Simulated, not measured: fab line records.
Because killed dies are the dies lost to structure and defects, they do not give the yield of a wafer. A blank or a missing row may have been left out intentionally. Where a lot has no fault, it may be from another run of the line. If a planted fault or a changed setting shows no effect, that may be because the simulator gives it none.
Comparing a struck lot with a sound one :: flow sky130 :: 17 steps out of a route of 708
Sound: the wafers L521.1, L521.3, L521.4. Wafers struck: L531.1, L531.4, L531.6. The cause comes at the end.
Each step with rows lists, per side, the tool, then ch with its chambers, then its first start. Under that, the readings that differ: sound wafers :: struck wafers :: difference of the means :: sigmas: that difference in standard deviations of wafers without a fault.
alike: words and numbers the same on both sides, and readings whose means are apart by under 2 such deviations; not compared: readings that were withheld, readings missing a value for some wafer, numbers with overlapping values and no deviation given by the record, and bounds like >300 which may hide the same value.
Wherever a step has rows on one side only, a row that says differs or no value, or a row with sigmas, the two part there. When numbers do not overlap yet have no deviation, they are printed without sigmas and do not part them. A reading missing from all wafers of one side parts the sides only when that side holds two or more wafers.

first, 7 steps without rows for these wafers: SKY_LDD_N_IMPLANT_09; SKY_LDD_N_IMPLANT_10; SKY_LDD_N_IMPLANT_11; SKY_LDD_N_IMPLANT_12; SKY_LDD_N_IMPLANT_13; SKY_LDD_N_IMPLANT_14; SKY_LDD_N_IMPLANT_15.
SKY_LDD_N_STRIP_16: strips in O2/N2.
  sound on plasma_asher-01 ch 0,1, day 18 18:43; struck on plasma_asher-04 ch 0,1, day 24 09:04
  alike: drypump_motor_current_A, oes_product_au, strip_time_to_endpoint_s
  not compared: rf_hours_counter_h
SKY_LDD_N_TW_MEAS_17:
  sound on film_metro-01, day 18 18:49; struck on film_metro-01, day 24 09:10
  alike: LDD_N_TW
then, 3 steps without rows for these wafers: SKY_LDD_P_DEHYDRATE_00 (time 60 s); SKY_LDD_P_HMDS_01 (prime time 60 s); SKY_LDD_P_COAT_02 (resist thk 1140 nm).
SKY_LDD_P_SOFTBAKE_03: time 60 s.
  sound on litho_track-03 ch 0, day 19 09:53; struck on litho_track-01 ch 0, day 25 00:20
reading: heater_power_total_W (W)
sound: 56.56 56.56 56.58
struck: 53.92 54.01 53.97
difference: -2.60
sigmas: -60

reading: plate_temp_C (C)
sound: 90.03 90.14 90.00
struck: 87.13 87.01 86.99
difference: -3.01
sigmas: -23
then, 2 steps without rows for these wafers: SKY_LDD_P_EXPOSE_04 (exposes mask PSDM, target cd 380 nm); SKY_LDD_P_PEB_05.
SKY_LDD_P_DEVELOP_06: develop time 60 s.
  sound on litho_track-02 ch 0, day 20 01:18; struck on litho_track-01 ch 0, day 25 14:11
reading: model.NOVOLAK_of_LDD_P_COAT_02.thk_nm (nm)
sound: 1142 1137 1137
struck: 1150 1151 1150
difference: +12
sigmas: 
SKY_LDD_P_CD_MEAS_07: target cd 380 nm.
  sound on cd_sem-01, day 20 01:27; struck on cd_sem-01, day 25 14:20
  alike: cd_nm

## WHERE THEY PART
At SKY_LDD_P_SOFTBAKE_03 and nowhere else, as far as this record goes. Later steps at which nothing parts them and some readings are alike: SKY_LDD_P_CD_MEAS_07.

WHY: the cause the simulator had injected
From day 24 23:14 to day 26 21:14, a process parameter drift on litho_track-01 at SKY_LDD_P_SOFTBAKE_03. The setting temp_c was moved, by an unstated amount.
